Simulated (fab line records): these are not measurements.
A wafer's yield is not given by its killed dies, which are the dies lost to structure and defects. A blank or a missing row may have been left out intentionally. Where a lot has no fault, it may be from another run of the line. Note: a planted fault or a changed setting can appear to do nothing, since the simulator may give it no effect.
Problem report, 8D (eight disciplines) form, completed by code    flow gf180mcu    the parts of the form that need people (team, actions taken, sign-off) are left out

## 1. WHAT IS WRONG
Wafers without a fault read 113 s, standard deviation 7.5; time to endpoint s at GF_CONTACT_CMP_04 reads a mean of 82 s on 2 wafers belonging to 2 lots. Measured from the usual mean, that is -4.2 standard deviations.
The step: polishes SiO2.
The first sign was on wafer L176.2 at day 20 01:59, on cmp-02. The record has a number at this step for 38 wafers belonging to 13 lots. By rule, "out" or "out of limits" means more than 4 standard deviations away from the usual mean. The rest of the wafers with a number are treated as sound.

## 2. WHAT IT IS AND WHAT IT IS NOT
question                     is                  is not
which readings at this step  time to endpoint s  motor current A
which lots                   L176, L179          L163, L164, L165, L166, L168, L169, L170, L171, L181, L185, L186
which wafers of those lots   L176.2, L179.2      L176.4, L179.1, L179.3
read on which tools          cmp-02              cmp-01
when                         from day 20 01:59   up to then (25 sound wafers); but 11 sound wafers of L179, L181, L185, L186 came after

## 3. SUSPECTS, AND WHAT RULES EACH OUT
Counting: a tool at a process step up to the reading stays a suspect if it ran every lot that is out. Sound lots after the first of them don't rule it out here, since some wafers of a struck lot are sound.
- cmp-02 at GF_CONTACT_CMP_04 (polishes SiO2): kept. Ran every lot that is out, first one L176 (day 20 01:59); last sound lot up to then L168 (day 16 20:44). On those wafers its own readings are out: time to endpoint s.
Left after counting: cmp-02 at GF_CONTACT_CMP_04.

## 4. THE CAUSE (what the simulator had put in)
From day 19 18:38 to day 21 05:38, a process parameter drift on cmp-02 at GF_CONTACT_CMP_04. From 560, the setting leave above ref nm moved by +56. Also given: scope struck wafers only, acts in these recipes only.
Counting left only this tool.

## 5. THE EFFECT CHAIN, in route order
Each row: a reading where the mean over the struck wafers with a number is more than 3 standard deviations away from the usual. Only readings whose record carries a usual standard deviation are examined. hours: median over the lots of the time between each lot's start at the first step of this table that gives one and its start at this step. sigmas: the change, counted in usual standard deviations.
hours  step                reading             usual       on struck wafers  change  sigmas
0      GF_CONTACT_CMP_04   time to endpoint s  113 s       82                -32     -4.2
-      GF_CONTACT_ETCH_17  oes product au      0.815 a.u.  0.845             +0.030  +5.8
Here are the process steps it includes:
- GF_CONTACT_CMP_04: polishes SiO2.
- GF_CONTACT_ETCH_17: etches SiO2 in C4F8/O2/Ar, stops on CoSi2, target depth 860 nm.

## 6. WHAT WOULD HAVE CAUGHT IT SOONER
7 hours passed between the start of the fault at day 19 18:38 and the first reading out of limits in this record, taken at day 20 01:59.
